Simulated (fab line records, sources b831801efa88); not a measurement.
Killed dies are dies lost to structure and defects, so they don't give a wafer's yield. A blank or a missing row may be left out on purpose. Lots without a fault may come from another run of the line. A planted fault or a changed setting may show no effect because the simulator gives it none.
Chamber matching | flow gf180mcu | GF_STI_ETCH_14 on rie_si-01: 4 sister chambers
The step etches Si in HBr/Cl2/O2, target depth 360 nm, time 102.9 s. 4 wafers are shown with their chamber, then 8 later ones without.

WAFERS WITH THEIR CHAMBER
wafer  | chamber | drypump_motor_current_A (A)
L718.4 | 2       | 4.8
L718.5 | 0       | 6.2
L718.6 | 1       | 6.2
L719.1 | 3       | 5.3

WAFERS WITHOUT THEIR CHAMBER
wafer  | drypump_motor_current_A (A)
L719.2 | 4.8
L719.5 | 5.2
L724.2 | 4.8
L724.4 | 6.2
L724.5 | 5.2
L726.1 | 6.2
L726.4 | 6.2
L726.6 | 6.2

WHICH CHAMBER EACH WENT THROUGH
wafer  | from the rows above     | in truth
L719.2 | 2                       | 2
L719.5 | 3                       | 3
L724.2 | 2                       | 2
L724.4 | can't be placed: 0 or 1 | 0
L724.5 | 3                       | 3
L726.1 | can't be placed: 0 or 1 | 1
L726.4 | can't be placed: 0 or 1 | 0
L726.6 | can't be placed: 0 or 1 | 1
Placed correctly: 4 of 8. Can't be placed from these rows: 4 (the true chamber is among the candidates in 4). Placed wrongly: 0.
How it was worked out, from the rows above alone: a wafer's distance from a chamber is the root of the sum, over the readings, of the square of ((its reading less the chamber's mean) divided by the reading's scatter). The wafer belongs to the nearest chamber; if the next one is less than 2 further off, it can't be placed. A chamber's mean is the mean of its shown wafers. The scatter: with one shown wafer a chamber, the root of the mean of the squares of how far each hidden wafer lies from its nearest shown one.
